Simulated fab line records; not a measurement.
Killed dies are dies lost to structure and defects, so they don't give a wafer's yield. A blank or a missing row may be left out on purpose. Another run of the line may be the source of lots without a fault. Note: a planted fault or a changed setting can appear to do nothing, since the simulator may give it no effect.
Which tool did it? || flow sky130 || Sampling: 12 lots, 36 wafers, 5 of 708 route steps

WHAT THE GAUGES READ, wafer by wafer
SKY_POLY_GATE_CD_MEAS_13: the cd target is 150 nm. Usual: cd nm 150.0 nm, standard deviation 1.4.
{"lot": "L323", "measured": "day 16 10:34", "on": "cd sem-01", "cd nm (nm)": "147.4 149.6 148.8", "flag": ""}
{"lot": "L325", "measured": "day 17 06:53", "on": "cd sem-01", "cd nm (nm)": "150.4 148.6 149.7", "flag": ""}
{"lot": "L326", "measured": "day 17 16:28", "on": "cd sem-01", "cd nm (nm)": "151.8 152.5 151.7", "flag": ""}
{"lot": "L327", "measured": "day 17 19:38", "on": "cd sem-01", "cd nm (nm)": "149.1 149.2 149.4", "flag": ""}
{"lot": "L329", "measured": "day 18 13:14", "on": "cd sem-01", "cd nm (nm)": "151.7 152.0 151.7", "flag": ""}
{"lot": "L331", "measured": "day 19 10:56", "on": "cd sem-01", "cd nm (nm)": "150.5 150.2 150.4", "flag": ""}
{"lot": "L330", "measured": "day 19 11:11", "on": "cd sem-01", "cd nm (nm)": "148.7 148.1 149.5", "flag": ""}
{"lot": "L338", "measured": "day 22 03:01", "on": "cd sem-02", "cd nm (nm)": "150.3 150.4 149.8", "flag": ""}
{"lot": "L340", "measured": "day 22 22:00", "on": "cd sem-01", "cd nm (nm)": "148.7 149.5 149.2", "flag": ""}
{"lot": "L342", "measured": "day 23 16:25", "on": "cd sem-01", "cd nm (nm)": "151.3 150.9 150.4", "flag": ""}
{"lot": "L344", "measured": "day 24 04:52", "on": "cd sem-02", "cd nm (nm)": "151.2 150.7 150.1", "flag": ""}
{"lot": "L345", "measured": "day 24 11:38", "on": "cd sem-02", "cd nm (nm)": "152.0 153.6 151.2", "flag": ""}

SKY_LDD_HVP_TW_MEAS_10. Usual: LDD_HVP_TW gives 458 (standard deviation 5.4).
{"lot": "L323", "measured": "day 21 18:01", "on": "film metro-01", "LDD_HVP_TW": "464 463 462", "flag": ""}
{"lot": "L325", "measured": "day 22 13:55", "on": "film metro-01", "LDD_HVP_TW": "460 460 463", "flag": ""}
{"lot": "L326", "measured": "day 22 22:51", "on": "film metro-03", "LDD_HVP_TW": "456 456 456", "flag": ""}
{"lot": "L327", "measured": "day 23 02:53", "on": "film metro-03", "LDD_HVP_TW": "455 456 456", "flag": ""}
{"lot": "L329", "measured": "day 23 21:46", "on": "film metro-01", "LDD_HVP_TW": "463 465 463", "flag": ""}
{"lot": "L331", "measured": "day 24 15:46", "on": "film metro-01", "LDD_HVP_TW": "465 466 467", "flag": ""}
{"lot": "L330", "measured": "day 24 17:45", "on": "film metro-01", "LDD_HVP_TW": "464 466 465", "flag": ""}
{"lot": "L338", "measured": "day 27 04:06", "on": "film metro-01", "LDD_HVP_TW": "766 764 765", "flag": "OFF"}
{"lot": "L340", "measured": "day 27 22:58", "on": "film metro-01", "LDD_HVP_TW": "764 767 761", "flag": "OFF"}
{"lot": "L342", "measured": "day 28 18:25", "on": "film metro-02", "LDD_HVP_TW": "449 452 448", "flag": ""}
{"lot": "L344", "measured": "day 29 06:56", "on": "film metro-01", "LDD_HVP_TW": "462 465 463", "flag": ""}
{"lot": "L345", "measured": "day 29 09:43", "on": "film metro-03", "LDD_HVP_TW": "452 454 449", "flag": ""}

SKY_SPACER_THK_MEAS_01. Usual: SPACER_CVD_00_THK gives 43.4 nm (standard deviation 0.38).
{"lot": "L323", "measured": "day 23 02:07", "on": "film metro-04", "SPACER_CVD_00_THK (nm)": "43.3 43.5 42.8", "flag": ""}
{"lot": "L325", "measured": "day 23 22:49", "on": "film metro-03", "SPACER_CVD_00_THK (nm)": "43.4 43.7 43.1", "flag": ""}
{"lot": "L326", "measured": "day 24 06:20", "on": "film metro-02", "SPACER_CVD_00_THK (nm)": "43.3 42.7 43.5", "flag": ""}
{"lot": "L327", "measured": "day 24 10:26", "on": "film metro-03", "SPACER_CVD_00_THK (nm)": "43.3 43.5 43.6", "flag": ""}
{"lot": "L329", "measured": "day 25 06:32", "on": "film metro-04", "SPACER_CVD_00_THK (nm)": "43.0 42.7 43.2", "flag": ""}
{"lot": "L331", "measured": "day 25 23:55", "on": "film metro-02", "SPACER_CVD_00_THK (nm)": "42.8 42.7 42.8", "flag": ""}
{"lot": "L330", "measured": "day 26 01:14", "on": "film metro-02", "SPACER_CVD_00_THK (nm)": "43.7 43.2 43.6", "flag": ""}
{"lot": "L338", "measured": "day 28 11:05", "on": "film metro-02", "SPACER_CVD_00_THK (nm)": "43.1 43.2 43.3", "flag": ""}
{"lot": "L340", "measured": "day 29 05:56", "on": "film metro-03", "SPACER_CVD_00_THK (nm)": "43.6 43.3 43.5", "flag": ""}
{"lot": "L342", "measured": "day 30 03:14", "on": "film metro-03", "SPACER_CVD_00_THK (nm)": "43.5 43.2 43.4", "flag": ""}
{"lot": "L344", "measured": "day 30 13:13", "on": "film metro-04", "SPACER_CVD_00_THK (nm)": "42.7 43.0 43.2", "flag": ""}
{"lot": "L345", "measured": "day 30 15:54", "on": "film metro-02", "SPACER_CVD_00_THK (nm)": "44.1 43.8 43.7", "flag": ""}

WHICH TOOL RAN EACH LOT (tool, then ch and the chambers of the sampled wafers, then the start)
{"lot": "L323", "SKY_LDD_HVP_IMPLANT_08": "implanter-02 ch 0, day 21 17:46", "SKY_LDD_HVP_STRIP_09": "plasma asher-04 ch 0,1, day 21 17:54"}
{"lot": "L325", "SKY_LDD_HVP_IMPLANT_08": "implanter-04 ch 0, day 22 13:41", "SKY_LDD_HVP_STRIP_09": "plasma asher-02 ch 0,1, day 22 13:48"}
{"lot": "L326", "SKY_LDD_HVP_IMPLANT_08": "implanter-02 ch 0, day 22 22:36", "SKY_LDD_HVP_STRIP_09": "plasma asher-02 ch 0,1, day 22 22:45"}
{"lot": "L327", "SKY_LDD_HVP_IMPLANT_08": "implanter-02 ch 0, day 23 02:39", "SKY_LDD_HVP_STRIP_09": "plasma asher-02 ch 0,1, day 23 02:46"}
{"lot": "L329", "SKY_LDD_HVP_IMPLANT_08": "implanter-02 ch 0, day 23 21:32", "SKY_LDD_HVP_STRIP_09": "plasma asher-04 ch 0,1, day 23 21:39"}
{"lot": "L331", "SKY_LDD_HVP_IMPLANT_08": "implanter-04 ch 0, day 24 15:32", "SKY_LDD_HVP_STRIP_09": "plasma asher-03 ch 0,1, day 24 15:39"}
{"lot": "L330", "SKY_LDD_HVP_IMPLANT_08": "implanter-04 ch 0, day 24 17:30", "SKY_LDD_HVP_STRIP_09": "plasma asher-04 ch 0,1, day 24 17:39"}
{"lot": "L338", "SKY_LDD_HVP_IMPLANT_08": "implanter-04 ch 0, day 27 03:51", "SKY_LDD_HVP_STRIP_09": "plasma asher-02 ch 0,1, day 27 04:00"}
{"lot": "L340", "SKY_LDD_HVP_IMPLANT_08": "implanter-04 ch 0, day 27 22:45", "SKY_LDD_HVP_STRIP_09": "plasma asher-04 ch 0,1, day 27 22:53"}
{"lot": "L342", "SKY_LDD_HVP_IMPLANT_08": "implanter-02 ch 0, day 28 18:12", "SKY_LDD_HVP_STRIP_09": "plasma asher-03 ch 0,1, day 28 18:20"}
{"lot": "L344", "SKY_LDD_HVP_IMPLANT_08": "implanter-03 ch 0, day 29 06:44", "SKY_LDD_HVP_STRIP_09": "plasma asher-03 ch 0,1, day 29 06:50"}
{"lot": "L345", "SKY_LDD_HVP_IMPLANT_08": "implanter-02 ch 0, day 29 09:28", "SKY_LDD_HVP_STRIP_09": "plasma asher-02 ch 0,1, day 29 09:36"}
- SKY_LDD_HVP_IMPLANT_08
- SKY_LDD_HVP_STRIP_09: strips in O2/N2.

AS READ BY THE TOOLS THEMSELVES (means over the sampled wafers that have a number; for cases with no such wafer, the mark the record gives instead)
SKY_LDD_HVP_IMPLANT_08. Usual: dose ions cm2 1.7004e+13, standard deviation 1.5e+10; faraday current uA 95.8, standard deviation 1.9.
{"lot": "L323", "tool": "implanter-02", "dose ions cm2": 1.7005e+13, "faraday current uA": 94.5, "flag": ""}
{"lot": "L325", "tool": "implanter-04", "dose ions cm2": 1.7007e+13, "faraday current uA": 96.9, "flag": ""}
{"lot": "L326", "tool": "implanter-02", "dose ions cm2": 1.7010e+13, "faraday current uA": 95.6, "flag": ""}
{"lot": "L327", "tool": "implanter-02", "dose ions cm2": 1.6982e+13, "faraday current uA": 95.6, "flag": ""}
{"lot": "L329", "tool": "implanter-02", "dose ions cm2": 1.6999e+13, "faraday current uA": 92.5, "flag": ""}
{"lot": "L331", "tool": "implanter-04", "dose ions cm2": 1.7009e+13, "faraday current uA": 96.8, "flag": ""}
{"lot": "L330", "tool": "implanter-04", "dose ions cm2": 1.6999e+13, "faraday current uA": 96.9, "flag": ""}
{"lot": "L338", "tool": "implanter-04", "dose ions cm2": 8.5480e+13, "faraday current uA": 482.3, "flag": "OFF"}
{"lot": "L340", "tool": "implanter-04", "dose ions cm2": 8.5507e+13, "faraday current uA": 480.0, "flag": "OFF"}
{"lot": "L342", "tool": "implanter-02", "dose ions cm2": 1.7015e+13, "faraday current uA": 94.3, "flag": ""}
{"lot": "L344", "tool": "implanter-03", "dose ions cm2": 1.6998e+13, "faraday current uA": 97.3, "flag": ""}
{"lot": "L345", "tool": "implanter-02", "dose ions cm2": 1.6996e+13, "faraday current uA": 96.5, "flag": ""}

SKY_LDD_HVP_STRIP_09. Usual: drypump motor current A 5.70 A, standard deviation 0.29; oes product au 0.408 a.u., standard deviation 0.0048; strip time to endpoint s 4.131 s, standard deviation 0.015.
{"lot": "L323", "tool": "plasma asher-04", "drypump motor current A (A)": 5.49, "oes product au (a.u.)": 0.408, "strip time to endpoint s (s)": 4.115, "flag": ""}
{"lot": "L325", "tool": "plasma asher-02", "drypump motor current A (A)": 5.87, "oes product au (a.u.)": 0.407, "strip time to endpoint s (s)": 4.128, "flag": ""}
{"lot": "L326", "tool": "plasma asher-02", "drypump motor current A (A)": 5.75, "oes product au (a.u.)": 0.410, "strip time to endpoint s (s)": 4.119, "flag": ""}
{"lot": "L327", "tool": "plasma asher-02", "drypump motor current A (A)": 5.77, "oes product au (a.u.)": 0.404, "strip time to endpoint s (s)": 4.119, "flag": ""}
{"lot": "L329", "tool": "plasma asher-04", "drypump motor current A (A)": 5.74, "oes product au (a.u.)": 0.409, "strip time to endpoint s (s)": 4.138, "flag": ""}
{"lot": "L331", "tool": "plasma asher-03", "drypump motor current A (A)": 5.64, "oes product au (a.u.)": 0.411, "strip time to endpoint s (s)": 4.135, "flag": ""}
{"lot": "L330", "tool": "plasma asher-04", "drypump motor current A (A)": 5.50, "oes product au (a.u.)": 0.406, "strip time to endpoint s (s)": 4.133, "flag": ""}
{"lot": "L338", "tool": "plasma asher-02", "drypump motor current A (A)": 5.87, "oes product au (a.u.)": 0.408, "strip time to endpoint s (s)": 4.134, "flag": ""}
{"lot": "L340", "tool": "plasma asher-04", "drypump motor current A (A)": 5.51, "oes product au (a.u.)": 0.410, "strip time to endpoint s (s)": 4.128, "flag": ""}
{"lot": "L342", "tool": "plasma asher-03", "drypump motor current A (A)": 5.63, "oes product au (a.u.)": 0.408, "strip time to endpoint s (s)": 4.133, "flag": ""}
{"lot": "L344", "tool": "plasma asher-03", "drypump motor current A (A)": 5.78, "oes product au (a.u.)": 0.409, "strip time to endpoint s (s)": 4.147, "flag": ""}
{"lot": "L345", "tool": "plasma asher-02", "drypump motor current A (A)": 5.87, "oes product au (a.u.)": 0.410, "strip time to endpoint s (s)": 4.151, "flag": ""}

THE ANSWER, worked out from the rows above alone
Rule: a lot counts as off when the mean over its wafers that have a number is more than 3 standard deviations away from the usual mean. A lot without any number at a reading at which 4 lots or more have one is off too. Any other lot the step has rows for is counted as sound. First the gauges in route order, then the tools' own readings, where a lot's mean is used as printed above. The first step at which some lot is off is used, and at that step the reading that is off furthest; a lot without a number counts as furthest.
Off: at SKY_LDD_HVP_TW_MEAS_10 (LDD_HVP_TW), L338, L340.
If a tool, at a process step before that reading, ran all the lots that are off and no sound lot after the first of them, it fits. Not tried: the gauges at SKY_LDD_HVP_TW_MEAS_10; whatever is off there is also off at SKY_LDD_HVP_IMPLANT_08, on other tools, and gauge error can't account for it. One candidate fits, namely implanter-04 at SKY_LDD_HVP_IMPLANT_08. A fault onset in the window from L330 (day 24 17:30, its last sound lot) to L338 (day 27 03:51, its first lot off) fits.
The tool's own readings at SKY_LDD_HVP_IMPLANT_08 bear it out: on the lots that are off they differ by more than 5 times the standard deviation of the sound lots' means. dose ions cm2 reads 8.5494e+13 there against 1.7002e+13 on the sound lots; faraday current uA reads 481.1 there against 95.7 on the sound lots.

WHAT THE SIMULATOR PUT IN
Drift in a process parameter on implanter-04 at SKY_LDD_HVP_IMPLANT_08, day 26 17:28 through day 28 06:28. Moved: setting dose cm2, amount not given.
Shown lots that were struck: L338, L340. The rule given above showed the same thing.
